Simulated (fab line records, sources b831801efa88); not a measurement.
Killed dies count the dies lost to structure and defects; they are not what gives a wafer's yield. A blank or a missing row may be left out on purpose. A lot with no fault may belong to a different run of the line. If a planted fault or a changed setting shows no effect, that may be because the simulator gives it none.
Chamber matching ; flow sky130 ; rieDiel-02 running SKY_SONOS_ONO_ETCH_15: 4 sister chambers
The step etches the open film in CHF3/O2, target depth 19.52 nm, time 7.8 s. 14 wafers are shown with their chamber, then 7 later ones without.

## WAFERS PAIRED WITH THEIR CHAMBERS
wafer;chamber;drypumpMotorCurrentA (A);oesProductAu (a.u.);chamberPressureMTorr (mTorr)
L435.2;3;4.9;0.989;40.02
L435.4;2;6.3;1.021;39.91
L435.5;3;4.9;0.986;40.00
L438.3;2;6.3;1.022;39.99
L438.5;0;5.9;1.008;39.95
L438.6;1;6.2;1.004;39.99
L442.1;2;6.4;1.016;40.00
L442.2;1;6.1;0.996;40.03
L442.6;3;4.8;0.988;39.95
L444.1;2;6.4;1.019;39.95
L444.5;2;6.4;1.014;40.00
L444.6;1;6.1;1.000;39.95
L445.1;1;6.2;0.992;40.03
L445.3;3;4.8;0.985;40.01

SIGNATURES, as means of the wafers listed above
reading;chamber 0;chamber 1;chamber 2;chamber 3;scatter within a chamber
drypumpMotorCurrentA;5.900;6.150;6.360;4.850;0.0566
oesProductAu;1.00800;0.99800;1.01840;0.98700;0.00368
chamberPressureMTorr;39.9500;40.0000;39.9700;39.9950;0.0367
Rule: for a wafer and a chamber, the distance is found by dividing, reading by reading, the gap between the wafer's reading and the chamber's mean by the reading's scatter, squaring, summing and taking the root. The wafer belongs to the nearest chamber; if the next one is less than 2 further off, it can't be placed. How the scatter is found: for the shown wafers, subtract from each reading the mean of its chamber, square and add these, divide the total by (wafers less chambers), then take the root.

## WAFERS MISSING THEIR CHAMBER
wafer;drypumpMotorCurrentA (A);oesProductAu (a.u.);chamberPressureMTorr (mTorr)
L445.6;6.3;1.011;39.99
L448.2;6.1;0.995;39.99
L448.3;4.8;1.001;40.01
L448.4;5.9;1.010;39.99
L449.1;4.8;1.002;40.00
L449.3;5.9;0.998;40.00
L449.6;6.1;1.006;39.99

## EACH ONE'S CHAMBER
wafer;from the rows above;in truth
L445.6;2;2
L448.2;1;1
L448.3;3;3
L448.4;0;0
L449.1;3;3
L449.3;can't be placed: 0 or 1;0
L449.6;can't be placed: 1 or 0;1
5 of 7 placed correctly. Can't be placed from these rows: 2 (the true chamber is among the candidates in 2). 0 placed wrongly.
